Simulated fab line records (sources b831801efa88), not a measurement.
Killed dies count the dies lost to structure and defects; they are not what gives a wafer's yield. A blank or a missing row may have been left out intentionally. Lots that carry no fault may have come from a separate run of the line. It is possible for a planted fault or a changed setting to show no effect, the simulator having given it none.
fab line records || flow sky130 || part 2 of 2: steps 28 to 38 of 38
record: {"lots": 5, "wafers": 15, "lastDay": 49}
route steps=708 shown VT_ADJUST_PCH@144 SONOS_TUNNEL@154 SONOS_ONO@168
lots with no fault: from the same line, run without faults
startH: hours from the record's opening day to when the first of the lot's shown wafers began || waitH: hours since the lot's step before || " same as the row above || L1.1+2: a single row standing in for several wafers || - no value present, or no start provided || * or withheld: withheld || < > ~ a bound
route shown NAME@n: a module of which the file shows steps, and the number in the route of the first || usual: average and standard deviation across the fault-free wafers || same: alike in all rows || chamber/n: place in a boat || sites: readings site by site || _std_site: their standard deviation || _edge_site: the outer-site mean with the inner-site mean subtracted || radiusMm: how far each site lies from the wafer's centre || mask NAME#n: copy n || behind: the most recent tool/chamber to have shaped the wafer || hold: what put the lot on hold/how long, in hours/how the hold closed || device: the n, p or np transistor that did not switch || end of line: tests of these same wafers at the route's end || where a step has no rows: the recipe by itself || killed: count of dies lost to structure and defects at first sort (not the wafer's yield) || map: shows each die of a wafer: x if killed, . if not, _ if none is there
set.NAME: the setting as run; set.NAME@STEP: as run at that earlier step || model.NAME: the simulator's own value behind a step, which no gauge read
lots at some steps of the route; a table a step, a row a wafer
services: from which hour (startH, from the record's first day; less than 0 if before it) a tool's chamber was out of use, for how many hours, and why
== steps ==
step: SKY_SONOS_ONO_THK_MEAS_03
recipe: {"reads": "Si3N4_of_SONOS_ONO_CVD_02"}
usual: {"SONOS_ONO_CVD_02_THK": "10.54/0.16"}
{"lot.wafer": "L080.1", "tool": "filmMetro-04", "chamber": "-", "startH": 304.17, "waitH": 0.0, "SONOS_ONO_CVD_02_THK[nm]": 10.46}
{"lot.wafer": "L080.3", "tool": "filmMetro-04", "chamber": "-", "startH": 304.17, "waitH": 0.0, "SONOS_ONO_CVD_02_THK[nm]": 10.39}
{"lot.wafer": "L080.5", "tool": "filmMetro-04", "chamber": "-", "startH": 304.17, "waitH": 0.0, "SONOS_ONO_CVD_02_THK[nm]": 10.53}
{"lot.wafer": "L078.1", "tool": "filmMetro-02", "chamber": "-", "startH": 304.18, "waitH": 0.1, "SONOS_ONO_CVD_02_THK[nm]": 10.65}
{"lot.wafer": "L078.5", "tool": "filmMetro-02", "chamber": "-", "startH": 304.18, "waitH": 0.1, "SONOS_ONO_CVD_02_THK[nm]": 10.49}
{"lot.wafer": "L078.6", "tool": "filmMetro-02", "chamber": "-", "startH": 304.18, "waitH": 0.1, "SONOS_ONO_CVD_02_THK[nm]": 10.52}
{"lot.wafer": "L083.1", "tool": "filmMetro-01", "chamber": "-", "startH": 315.73, "waitH": 0.0, "SONOS_ONO_CVD_02_THK[nm]": 10.51}
{"lot.wafer": "L083.4", "tool": "filmMetro-01", "chamber": "-", "startH": 315.73, "waitH": 0.0, "SONOS_ONO_CVD_02_THK[nm]": 10.54}
{"lot.wafer": "L083.6", "tool": "filmMetro-01", "chamber": "-", "startH": 315.73, "waitH": 0.0, "SONOS_ONO_CVD_02_THK[nm]": 10.52}
{"lot.wafer": "L087.1", "tool": "filmMetro-04", "chamber": "-", "startH": 347.67, "waitH": 0.0, "SONOS_ONO_CVD_02_THK[nm]": 10.58}
{"lot.wafer": "L087.5", "tool": "filmMetro-04", "chamber": "-", "startH": 347.67, "waitH": 0.0, "SONOS_ONO_CVD_02_THK[nm]": 10.43}
{"lot.wafer": "L087.6", "tool": "filmMetro-04", "chamber": "-", "startH": 347.67, "waitH": 0.0, "SONOS_ONO_CVD_02_THK[nm]": 10.54}
{"lot.wafer": "L094.2", "tool": "filmMetro-04", "chamber": "-", "startH": 416.12, "waitH": 0.0, "SONOS_ONO_CVD_02_THK[nm]": 10.46}
{"lot.wafer": "L094.4", "tool": "filmMetro-04", "chamber": "-", "startH": 416.12, "waitH": 0.0, "SONOS_ONO_CVD_02_THK[nm]": 10.36}
{"lot.wafer": "L094.6", "tool": "filmMetro-04", "chamber": "-", "startH": 416.12, "waitH": 0.0, "SONOS_ONO_CVD_02_THK[nm]": 10.52}
step: SKY_SONOS_ONO_CVD_04
recipe: {"material": "SiO2", "precursor": "SiH4/N2O", "targetThkNm": 5.7199, "tempC": 900, "pressureMtorr": 400}
{"lot.wafer": "L078.1+5+6", "tool": "lpcvd-03", "chamber": 0, "startH": 305.43, "waitH": 1.2}
{"lot.wafer": "L080.1+3+5", "tool": "lpcvd-03", "chamber": 0, "startH": 305.43, "waitH": 1.3}
{"lot.wafer": "L083.1+4+6", "tool": "lpcvd-03", "chamber": 0, "startH": 315.79, "waitH": 0.1}
{"lot.wafer": "L087.1+5+6", "tool": "lpcvd-03", "chamber": 0, "startH": 347.73, "waitH": 0.1}
{"lot.wafer": "L094.2+4+6", "tool": "lpcvd-03", "chamber": 0, "startH": 416.17, "waitH": 0.0}
step: SKY_SONOS_ONO_THK_MEAS_05
recipe: {"reads": "SiO2_of_SONOS_ONO_CVD_04"}
usual: {"SONOS_ONO_CVD_04_THK": "5.72/0.12"}
{"lot.wafer": "L078.1", "tool": "filmMetro-02", "chamber": "-", "startH": 306.68, "waitH": 0.0, "SONOS_ONO_CVD_04_THK[nm]": 5.60}
{"lot.wafer": "L078.5", "tool": "filmMetro-02", "chamber": "-", "startH": 306.68, "waitH": 0.0, "SONOS_ONO_CVD_04_THK[nm]": 5.48}
{"lot.wafer": "L078.6", "tool": "filmMetro-02", "chamber": "-", "startH": 306.68, "waitH": 0.0, "SONOS_ONO_CVD_04_THK[nm]": 5.58}
{"lot.wafer": "L080.1", "tool": "filmMetro-01", "chamber": "-", "startH": 306.68, "waitH": 0.0, "SONOS_ONO_CVD_04_THK[nm]": 5.78}
{"lot.wafer": "L080.3", "tool": "filmMetro-01", "chamber": "-", "startH": 306.68, "waitH": 0.0, "SONOS_ONO_CVD_04_THK[nm]": 5.91}
{"lot.wafer": "L080.5", "tool": "filmMetro-01", "chamber": "-", "startH": 306.68, "waitH": 0.0, "SONOS_ONO_CVD_04_THK[nm]": 5.90}
{"lot.wafer": "L083.1", "tool": "filmMetro-02", "chamber": "-", "startH": 317.04, "waitH": 0.0, "SONOS_ONO_CVD_04_THK[nm]": 5.73}
{"lot.wafer": "L083.4", "tool": "filmMetro-02", "chamber": "-", "startH": 317.04, "waitH": 0.0, "SONOS_ONO_CVD_04_THK[nm]": 5.70}
{"lot.wafer": "L083.6", "tool": "filmMetro-02", "chamber": "-", "startH": 317.04, "waitH": 0.0, "SONOS_ONO_CVD_04_THK[nm]": 5.84}
{"lot.wafer": "L087.1", "tool": "filmMetro-02", "chamber": "-", "startH": 348.98, "waitH": 0.0, "SONOS_ONO_CVD_04_THK[nm]": 5.55}
{"lot.wafer": "L087.5", "tool": "filmMetro-02", "chamber": "-", "startH": 348.98, "waitH": 0.0, "SONOS_ONO_CVD_04_THK[nm]": 5.68}
{"lot.wafer": "L087.6", "tool": "filmMetro-02", "chamber": "-", "startH": 348.98, "waitH": 0.0, "SONOS_ONO_CVD_04_THK[nm]": 5.69}
{"lot.wafer": "L094.2", "tool": "filmMetro-04", "chamber": "-", "startH": 417.43, "waitH": 0.0, "SONOS_ONO_CVD_04_THK[nm]": 5.71}
{"lot.wafer": "L094.4", "tool": "filmMetro-04", "chamber": "-", "startH": 417.43, "waitH": 0.0, "SONOS_ONO_CVD_04_THK[nm]": 5.74}
{"lot.wafer": "L094.6", "tool": "filmMetro-04", "chamber": "-", "startH": 417.43, "waitH": 0.0, "SONOS_ONO_CVD_04_THK[nm]": 5.75}
step: SKY_SONOS_ONO_DEHYDRATE_06
recipe: {"tempC": 200, "timeS": 60}
usual: {"chillPlateTempC": "23.01/0.11"}
{"lot.wafer": "L078.1", "tool": "lithoTrack-04", "chamber": 0, "startH": 317.59, "waitH": 10.9, "chillPlateTempC": 23.34}
{"lot.wafer": "L078.5", "tool": "lithoTrack-04", "chamber": 0, "startH": 317.59, "waitH": 10.9, "chillPlateTempC": 23.13}
{"lot.wafer": "L078.6", "tool": "lithoTrack-04", "chamber": 0, "startH": 317.59, "waitH": 10.9, "chillPlateTempC": 23.15}
{"lot.wafer": "L080.1", "tool": "lithoTrack-02", "chamber": 0, "startH": 317.67, "waitH": 11.0, "chillPlateTempC": 23.03}
{"lot.wafer": "L080.3", "tool": "lithoTrack-02", "chamber": 0, "startH": 317.67, "waitH": 11.0, "chillPlateTempC": 23.15}
{"lot.wafer": "L080.5", "tool": "lithoTrack-02", "chamber": 0, "startH": 317.67, "waitH": 11.0, "chillPlateTempC": 23.06}
{"lot.wafer": "L083.1", "tool": "lithoTrack-01", "chamber": 0, "startH": 331.00, "waitH": 13.9, "chillPlateTempC": 23.02}
{"lot.wafer": "L083.4", "tool": "lithoTrack-01", "chamber": 0, "startH": 331.00, "waitH": 13.9, "chillPlateTempC": 23.11}
{"lot.wafer": "L083.6", "tool": "lithoTrack-01", "chamber": 0, "startH": 331.00, "waitH": 13.9, "chillPlateTempC": 22.96}
{"lot.wafer": "L087.1", "tool": "lithoTrack-02", "chamber": 0, "startH": 362.92, "waitH": 13.9, "chillPlateTempC": 22.74}
{"lot.wafer": "L087.5", "tool": "lithoTrack-02", "chamber": 0, "startH": 362.92, "waitH": 13.9, "chillPlateTempC": 22.93}
{"lot.wafer": "L087.6", "tool": "lithoTrack-02", "chamber": 0, "startH": 362.92, "waitH": 13.9, "chillPlateTempC": 22.83}
{"lot.wafer": "L094.2", "tool": "lithoTrack-04", "chamber": 0, "startH": 431.57, "waitH": 14.1, "chillPlateTempC": 23.26}
{"lot.wafer": "L094.4", "tool": "lithoTrack-04", "chamber": 0, "startH": 431.57, "waitH": 14.1, "chillPlateTempC": 23.08}
{"lot.wafer": "L094.6", "tool": "lithoTrack-04", "chamber": 0, "startH": 431.57, "waitH": 14.1, "chillPlateTempC": 22.99}
step: SKY_SONOS_ONO_HMDS_07
recipe: {"primeTimeS": 60, "primeTempC": 120}
usual: {"chillPlateTempC": "23.01/0.11", "primeTempC": "119.99/0.14"}
{"lot.wafer": "L078.1", "tool": "lithoTrack-04", "chamber": 0, "startH": 317.74, "waitH": 0.1, "chillPlateTempC": 22.93, "primeTempC": 119.83}
{"lot.wafer": "L078.5", "tool": "lithoTrack-04", "chamber": 0, "startH": 317.74, "waitH": 0.1, "chillPlateTempC": 23.20, "primeTempC": 119.87}
{"lot.wafer": "L078.6", "tool": "lithoTrack-04", "chamber": 0, "startH": 317.74, "waitH": 0.1, "chillPlateTempC": 23.04, "primeTempC": 120.01}
{"lot.wafer": "L080.1", "tool": "lithoTrack-02", "chamber": 0, "startH": 317.82, "waitH": 0.1, "chillPlateTempC": 23.08, "primeTempC": 119.71}
{"lot.wafer": "L080.3", "tool": "lithoTrack-02", "chamber": 0, "startH": 317.82, "waitH": 0.1, "chillPlateTempC": 23.05, "primeTempC": 119.68}
{"lot.wafer": "L080.5", "tool": "lithoTrack-02", "chamber": 0, "startH": 317.82, "waitH": 0.1, "chillPlateTempC": 23.11, "primeTempC": 119.93}
{"lot.wafer": "L083.1", "tool": "lithoTrack-01", "chamber": 0, "startH": 331.15, "waitH": 0.1, "chillPlateTempC": 22.93, "primeTempC": 119.63}
{"lot.wafer": "L083.4", "tool": "lithoTrack-01", "chamber": 0, "startH": 331.15, "waitH": 0.1, "chillPlateTempC": 22.91, "primeTempC": 119.88}
{"lot.wafer": "L083.6", "tool": "lithoTrack-01", "chamber": 0, "startH": 331.15, "waitH": 0.1, "chillPlateTempC": 22.87, "primeTempC": 119.83}
{"lot.wafer": "L087.1", "tool": "lithoTrack-02", "chamber": 0, "startH": 363.07, "waitH": 0.1, "chillPlateTempC": 22.76, "primeTempC": 120.05}
{"lot.wafer": "L087.5", "tool": "lithoTrack-02", "chamber": 0, "startH": 363.07, "waitH": 0.1, "chillPlateTempC": 22.97, "primeTempC": 120.06}
{"lot.wafer": "L087.6", "tool": "lithoTrack-02", "chamber": 0, "startH": 363.07, "waitH": 0.1, "chillPlateTempC": 23.06, "primeTempC": 120.12}
{"lot.wafer": "L094.2", "tool": "lithoTrack-04", "chamber": 0, "startH": 431.72, "waitH": 0.1, "chillPlateTempC": 23.17, "primeTempC": 119.94}
{"lot.wafer": "L094.4", "tool": "lithoTrack-04", "chamber": 0, "startH": 431.72, "waitH": 0.1, "chillPlateTempC": 23.00, "primeTempC": 120.06}
{"lot.wafer": "L094.6", "tool": "lithoTrack-04", "chamber": 0, "startH": 431.72, "waitH": 0.1, "chillPlateTempC": 23.07, "primeTempC": 120.18}
step: SKY_SONOS_ONO_COAT_08
recipe: {"resist": "NOVOLAK", "spinRpm": 3000, "resistThkNm": 1140}
usual: {"chillPlateTempC": "22.98/0.11"}
{"lot.wafer": "L078.1", "tool": "lithoTrack-04", "chamber": 0, "startH": 317.89, "waitH": 0.1, "chillPlateTempC": 23.01}
{"lot.wafer": "L078.5", "tool": "lithoTrack-04", "chamber": 0, "startH": 317.89, "waitH": 0.1, "chillPlateTempC": 23.00}
{"lot.wafer": "L078.6", "tool": "lithoTrack-04", "chamber": 0, "startH": 317.89, "waitH": 0.1, "chillPlateTempC": 22.99}
{"lot.wafer": "L080.1", "tool": "lithoTrack-02", "chamber": 0, "startH": 317.97, "waitH": 0.1, "chillPlateTempC": 23.07}
{"lot.wafer": "L080.3", "tool": "lithoTrack-02", "chamber": 0, "startH": 317.97, "waitH": 0.1, "chillPlateTempC": 22.92}
{"lot.wafer": "L080.5", "tool": "lithoTrack-02", "chamber": 0, "startH": 317.97, "waitH": 0.1, "chillPlateTempC": 22.95}
{"lot.wafer": "L083.1", "tool": "lithoTrack-01", "chamber": 0, "startH": 331.30, "waitH": 0.1, "chillPlateTempC": 22.91}
{"lot.wafer": "L083.4", "tool": "lithoTrack-01", "chamber": 0, "startH": 331.30, "waitH": 0.1, "chillPlateTempC": 22.94}
{"lot.wafer": "L083.6", "tool": "lithoTrack-01", "chamber": 0, "startH": 331.30, "waitH": 0.1, "chillPlateTempC": 23.00}
{"lot.wafer": "L087.1", "tool": "lithoTrack-02", "chamber": 0, "startH": 363.22, "waitH": 0.1, "chillPlateTempC": 22.91}
{"lot.wafer": "L087.5", "tool": "lithoTrack-02", "chamber": 0, "startH": 363.22, "waitH": 0.1, "chillPlateTempC": 22.76}
{"lot.wafer": "L087.6", "tool": "lithoTrack-02", "chamber": 0, "startH": 363.22, "waitH": 0.1, "chillPlateTempC": 22.80}
{"lot.wafer": "L094.2", "tool": "lithoTrack-04", "chamber": 0, "startH": 431.87, "waitH": 0.1, "chillPlateTempC": 23.07}
{"lot.wafer": "L094.4", "tool": "lithoTrack-04", "chamber": 0, "startH": 431.87, "waitH": 0.1, "chillPlateTempC": 23.19}
{"lot.wafer": "L094.6", "tool": "lithoTrack-04", "chamber": 0, "startH": 431.87, "waitH": 0.1, "chillPlateTempC": 23.07}
step: SKY_SONOS_ONO_SOFTBAKE_09
recipe: {"tempC": 90, "timeS": 60, "resist": "NOVOLAK"}
usual: {"chillPlateTempC": "23.01/0.12"}
{"lot.wafer": "L078.1", "tool": "lithoTrack-04", "chamber": 0, "startH": 318.04, "waitH": 0.1, "chillPlateTempC": 22.85}
{"lot.wafer": "L078.5", "tool": "lithoTrack-04", "chamber": 0, "startH": 318.04, "waitH": 0.1, "chillPlateTempC": 22.88}
{"lot.wafer": "L078.6", "tool": "lithoTrack-04", "chamber": 0, "startH": 318.04, "waitH": 0.1, "chillPlateTempC": 22.89}
{"lot.wafer": "L080.1", "tool": "lithoTrack-02", "chamber": 0, "startH": 318.12, "waitH": 0.1, "chillPlateTempC": 22.96}
{"lot.wafer": "L080.3", "tool": "lithoTrack-02", "chamber": 0, "startH": 318.12, "waitH": 0.1, "chillPlateTempC": 23.14}
{"lot.wafer": "L080.5", "tool": "lithoTrack-02", "chamber": 0, "startH": 318.12, "waitH": 0.1, "chillPlateTempC": 23.13}
{"lot.wafer": "L083.1", "tool": "lithoTrack-01", "chamber": 0, "startH": 331.45, "waitH": 0.1, "chillPlateTempC": 23.00}
{"lot.wafer": "L083.4", "tool": "lithoTrack-01", "chamber": 0, "startH": 331.45, "waitH": 0.1, "chillPlateTempC": 23.10}
{"lot.wafer": "L083.6", "tool": "lithoTrack-01", "chamber": 0, "startH": 331.45, "waitH": 0.1, "chillPlateTempC": 23.06}
{"lot.wafer": "L087.1", "tool": "lithoTrack-02", "chamber": 0, "startH": 363.37, "waitH": 0.1, "chillPlateTempC": 23.20}
{"lot.wafer": "L087.5", "tool": "lithoTrack-02", "chamber": 0, "startH": 363.37, "waitH": 0.1, "chillPlateTempC": 23.19}
{"lot.wafer": "L087.6", "tool": "lithoTrack-02", "chamber": 0, "startH": 363.37, "waitH": 0.1, "chillPlateTempC": 23.00}
{"lot.wafer": "L094.2", "tool": "lithoTrack-04", "chamber": 0, "startH": 432.02, "waitH": 0.1, "chillPlateTempC": 22.89}
{"lot.wafer": "L094.4", "tool": "lithoTrack-04", "chamber": 0, "startH": 432.02, "waitH": 0.1, "chillPlateTempC": 22.95}
{"lot.wafer": "L094.6", "tool": "lithoTrack-04", "chamber": 0, "startH": 432.02, "waitH": 0.1, "chillPlateTempC": 22.97}
step: SKY_SONOS_ONO_EXPOSE_10
recipe: {"maskId": "ONOM", "targetCdNm": 410, "na": 0.6, "sourceShape": "conventional", "sigmaOuter": 0.6, "doseMj": 150}
usual: {"reticleTempC": "22.98/0.11"}
{"lot.wafer": "L078.1", "tool": "ilineStepper-01", "chamber": 0, "startH": "-", "waitH": "-", "mask": "ONOM#0", "reticleTempC": 23.15}
{"lot.wafer": "L078.5", "tool": "ilineStepper-01", "chamber": 0, "startH": "-", "waitH": "-", "mask": "ONOM#0", "reticleTempC": 23.16}
{"lot.wafer": "L078.6", "tool": "ilineStepper-01", "chamber": 0, "startH": "-", "waitH": "-", "mask": "ONOM#0", "reticleTempC": 23.27}
{"lot.wafer": "L080.1", "tool": "ilineStepper-02", "chamber": 0, "startH": "-", "waitH": "-", "mask": "ONOM#0", "reticleTempC": 23.01}
{"lot.wafer": "L080.3", "tool": "ilineStepper-02", "chamber": 0, "startH": "-", "waitH": "-", "mask": "ONOM#0", "reticleTempC": 22.98}
{"lot.wafer": "L080.5", "tool": "ilineStepper-02", "chamber": 0, "startH": "-", "waitH": "-", "mask": "ONOM#0", "reticleTempC": 23.03}
{"lot.wafer": "L083.1", "tool": "ilineStepper-01", "chamber": 0, "startH": "-", "waitH": "-", "mask": "ONOM#0", "reticleTempC": 22.89}
{"lot.wafer": "L083.4", "tool": "ilineStepper-01", "chamber": 0, "startH": "-", "waitH": "-", "mask": "ONOM#0", "reticleTempC": 23.03}
{"lot.wafer": "L083.6", "tool": "ilineStepper-01", "chamber": 0, "startH": "-", "waitH": "-", "mask": "ONOM#0", "reticleTempC": 23.18}
{"lot.wafer": "L087.1", "tool": "ilineStepper-01", "chamber": 0, "startH": "-", "waitH": "-", "mask": "ONOM#0", "reticleTempC": 22.95}
{"lot.wafer": "L087.5", "tool": "ilineStepper-01", "chamber": 0, "startH": "-", "waitH": "-", "mask": "ONOM#0", "reticleTempC": 22.94}
{"lot.wafer": "L087.6", "tool": "ilineStepper-01", "chamber": 0, "startH": "-", "waitH": "-", "mask": "ONOM#0", "reticleTempC": 23.07}
{"lot.wafer": "L094.2", "tool": "ilineStepper-01", "chamber": 0, "startH": "-", "waitH": "-", "mask": "ONOM#0", "reticleTempC": 22.94}
{"lot.wafer": "L094.4", "tool": "ilineStepper-01", "chamber": 0, "startH": "-", "waitH": "-", "mask": "ONOM#0", "reticleTempC": 22.97}
{"lot.wafer": "L094.6", "tool": "ilineStepper-01", "chamber": 0, "startH": "-", "waitH": "-", "mask": "ONOM#0", "reticleTempC": 22.99}
step: SKY_SONOS_ONO_PEB_11
recipe: {"tempC": "withheld", "timeS": "*", "resist": "NOVOLAK"}
usual: {"chillPlateTempC": "*"}
{"lot.wafer": "L078.1", "tool": "lithoTrack-04", "chamber": 0, "startH": "-", "waitH": "-", "chillPlateTempC": "*"}
{"lot.wafer": "L078.5", "tool": "lithoTrack-04", "chamber": 0, "startH": "-", "waitH": "-", "chillPlateTempC": "*"}
{"lot.wafer": "L078.6", "tool": "lithoTrack-04", "chamber": 0, "startH": "-", "waitH": "-", "chillPlateTempC": "*"}
{"lot.wafer": "L080.1", "tool": "lithoTrack-02", "chamber": 0, "startH": "-", "waitH": "-", "chillPlateTempC": "*"}
{"lot.wafer": "L080.3", "tool": "lithoTrack-02", "chamber": 0, "startH": "-", "waitH": "-", "chillPlateTempC": "*"}
{"lot.wafer": "L080.5", "tool": "lithoTrack-02", "chamber": 0, "startH": "-", "waitH": "-", "chillPlateTempC": "*"}
{"lot.wafer": "L083.1", "tool": "lithoTrack-04", "chamber": 0, "startH": "-", "waitH": "-", "chillPlateTempC": "*"}
{"lot.wafer": "L083.4", "tool": "lithoTrack-04", "chamber": 0, "startH": "-", "waitH": "-", "chillPlateTempC": "*"}
{"lot.wafer": "L083.6", "tool": "lithoTrack-04", "chamber": 0, "startH": "-", "waitH": "-", "chillPlateTempC": "*"}
{"lot.wafer": "L087.1", "tool": "lithoTrack-01", "chamber": 0, "startH": "-", "waitH": "-", "chillPlateTempC": "*"}
{"lot.wafer": "L087.5", "tool": "lithoTrack-01", "chamber": 0, "startH": "-", "waitH": "-", "chillPlateTempC": "*"}
{"lot.wafer": "L087.6", "tool": "lithoTrack-01", "chamber": 0, "startH": "-", "waitH": "-", "chillPlateTempC": "*"}
{"lot.wafer": "L094.2", "tool": "lithoTrack-01", "chamber": 0, "startH": "-", "waitH": "-", "chillPlateTempC": "*"}
{"lot.wafer": "L094.4", "tool": "lithoTrack-01", "chamber": 0, "startH": "-", "waitH": "-", "chillPlateTempC": "*"}
{"lot.wafer": "L094.6", "tool": "lithoTrack-01", "chamber": 0, "startH": "-", "waitH": "-", "chillPlateTempC": "*"}
step: SKY_SONOS_ONO_DEVELOP_12
recipe: {"developTimeS": 60, "devTempC": 23}
usual: {"chillPlateTempC": "22.99/0.095"}
{"lot.wafer": "L078.1", "tool": "lithoTrack-04", "chamber": 0, "startH": 332.29, "waitH": 0.1, "chillPlateTempC": 22.97}
{"lot.wafer": "L078.5", "tool": "lithoTrack-04", "chamber": 0, "startH": 332.29, "waitH": 0.1, "chillPlateTempC": 23.07}
{"lot.wafer": "L078.6", "tool": "lithoTrack-04", "chamber": 0, "startH": 332.29, "waitH": 0.1, "chillPlateTempC": 23.02}
{"lot.wafer": "L080.1", "tool": "lithoTrack-02", "chamber": 0, "startH": 333.37, "waitH": 0.1, "chillPlateTempC": 22.86}
{"lot.wafer": "L080.3", "tool": "lithoTrack-02", "chamber": 0, "startH": 333.37, "waitH": 0.1, "chillPlateTempC": 22.93}
{"lot.wafer": "L080.5", "tool": "lithoTrack-02", "chamber": 0, "startH": 333.37, "waitH": 0.1, "chillPlateTempC": 22.94}
{"lot.wafer": "L083.1", "tool": "lithoTrack-04", "chamber": 0, "startH": 344.34, "waitH": 0.1, "chillPlateTempC": 22.87}
{"lot.wafer": "L083.4", "tool": "lithoTrack-04", "chamber": 0, "startH": 344.34, "waitH": 0.1, "chillPlateTempC": 23.01}
{"lot.wafer": "L083.6", "tool": "lithoTrack-04", "chamber": 0, "startH": 344.34, "waitH": 0.1, "chillPlateTempC": 22.94}
{"lot.wafer": "L087.1", "tool": "lithoTrack-01", "chamber": 0, "startH": 377.10, "waitH": 0.1, "chillPlateTempC": 22.97}
{"lot.wafer": "L087.5", "tool": "lithoTrack-01", "chamber": 0, "startH": 377.10, "waitH": 0.1, "chillPlateTempC": 22.99}
{"lot.wafer": "L087.6", "tool": "lithoTrack-01", "chamber": 0, "startH": 377.10, "waitH": 0.1, "chillPlateTempC": 23.09}
{"lot.wafer": "L094.2", "tool": "lithoTrack-01", "chamber": 0, "startH": 446.48, "waitH": 0.1, "chillPlateTempC": 23.19}
{"lot.wafer": "L094.4", "tool": "lithoTrack-01", "chamber": 0, "startH": 446.48, "waitH": 0.1, "chillPlateTempC": 23.01}
{"lot.wafer": "L094.6", "tool": "lithoTrack-01", "chamber": 0, "startH": 446.48, "waitH": 0.1, "chillPlateTempC": 23.09}
step: SKY_SONOS_ONO_CD_MEAS_13
recipe: {"targetCdNm": 410}
usual: {"cdNm": "410.7/2.5"}
{"lot.wafer": "L078.1", "tool": "cdSem-02", "chamber": "-", "startH": 332.44, "waitH": 0.1, "cdNm": 406.6}
{"lot.wafer": "L078.5", "tool": "cdSem-02", "chamber": "-", "startH": 332.44, "waitH": 0.1, "cdNm": 408.3}
{"lot.wafer": "L078.6", "tool": "cdSem-02", "chamber": "-", "startH": 332.44, "waitH": 0.1, "cdNm": 408.5}
{"lot.wafer": "L080.1", "tool": "cdSem-02", "chamber": "-", "startH": 333.52, "waitH": 0.1, "cdNm": 410.4}
{"lot.wafer": "L080.3", "tool": "cdSem-02", "chamber": "-", "startH": 333.52, "waitH": 0.1, "cdNm": 409.2}
{"lot.wafer": "L080.5", "tool": "cdSem-02", "chamber": "-", "startH": 333.52, "waitH": 0.1, "cdNm": 411.5}
{"lot.wafer": "L083.1", "tool": "cdSem-02", "chamber": "-", "startH": 344.49, "waitH": 0.1, "cdNm": 406.8}
{"lot.wafer": "L083.4", "tool": "cdSem-02", "chamber": "-", "startH": 344.49, "waitH": 0.1, "cdNm": 406.9}
{"lot.wafer": "L083.6", "tool": "cdSem-02", "chamber": "-", "startH": 344.49, "waitH": 0.1, "cdNm": 407.8}
{"lot.wafer": "L087.1", "tool": "cdSem-01", "chamber": "-", "startH": 377.25, "waitH": 0.1, "cdNm": 408.8}
{"lot.wafer": "L087.5", "tool": "cdSem-01", "chamber": "-", "startH": 377.25, "waitH": 0.1, "cdNm": 408.8}
{"lot.wafer": "L087.6", "tool": "cdSem-01", "chamber": "-", "startH": 377.25, "waitH": 0.1, "cdNm": 410.1}
{"lot.wafer": "L094.2", "tool": "cdSem-02", "chamber": "-", "startH": 446.62, "waitH": 0.1, "cdNm": 412.2}
{"lot.wafer": "L094.4", "tool": "cdSem-02", "chamber": "-", "startH": 446.62, "waitH": 0.1, "cdNm": 410.5}
{"lot.wafer": "L094.6", "tool": "cdSem-02", "chamber": "-", "startH": 446.62, "waitH": 0.1, "cdNm": 411.5}
== services ==
{"tool": "ilineStepper-01", "chamber": "-", "startH": 229.06, "hours": 1.7, "kind": "pm"}
{"tool": "plasmaAsher-03", "chamber": "-", "startH": 230.29, "hours": 2.3, "kind": "repair"}
{"tool": "wetBench-02", "chamber": "-", "startH": 234.68, "hours": 4.2, "kind": "repair"}
{"tool": "implanter-01", "chamber": "-", "startH": 236.72, "hours": 6.0, "kind": "pm"}
{"tool": "implanter-03", "chamber": "-", "startH": 250.23, "hours": 1.3, "kind": "repair"}
{"tool": "ilineStepper-01", "chamber": "-", "startH": 253.33, "hours": 4.5, "kind": "repair"}
{"tool": "wetBench-02", "chamber": "-", "startH": 257.33, "hours": 4.4, "kind": "pm"}
{"tool": "furnace-01", "chamber": "-", "startH": 257.84, "hours": 2.8, "kind": "pm"}
{"tool": "plasmaAsher-03", "chamber": "-", "startH": 258.05, "hours": 1.7, "kind": "repair"}
{"tool": "lpcvd-02", "chamber": "-", "startH": 265.70, "hours": 28.1, "kind": "pm"}
{"tool": "implanter-02", "chamber": "-", "startH": 273.00, "hours": 4.1, "kind": "repair"}
{"tool": "furnace-01", "chamber": "-", "startH": 282.26, "hours": 3.6, "kind": "pm"}
{"tool": "lpcvd-02", "chamber": "-", "startH": 293.80, "hours": 6.0, "kind": "pm"}
{"tool": "wetBench-04", "chamber": "-", "startH": 307.97, "hours": 1.9, "kind": "pm"}
{"tool": "ilineStepper-01", "chamber": "-", "startH": 313.72, "hours": 0.7, "kind": "repair"}
{"tool": "ilineStepper-01", "chamber": "-", "startH": 319.35, "hours": 8.8, "kind": "repair"}
{"tool": "implanter-01", "chamber": "-", "startH": 325.81, "hours": 1.2, "kind": "repair"}
{"tool": "ilineStepper-02", "chamber": "-", "startH": 328.16, "hours": 1.7, "kind": "pm"}
{"tool": "lpcvd-02", "chamber": "-", "startH": 379.77, "hours": 0.4, "kind": "repair"}
{"tool": "implanter-01", "chamber": "-", "startH": 385.37, "hours": 2.5, "kind": "pm"}
{"tool": "ilineStepper-01", "chamber": "-", "startH": 393.34, "hours": 2.1, "kind": "pm"}
{"tool": "lpcvd-02", "chamber": "-", "startH": 405.81, "hours": 6.1, "kind": "pm"}
{"tool": "lpcvd-03", "chamber": "-", "startH": 412.48, "hours": 2.8, "kind": "pm"}
{"tool": "ilineStepper-01", "chamber": "-", "startH": 439.13, "hours": 5.9, "kind": "repair"}
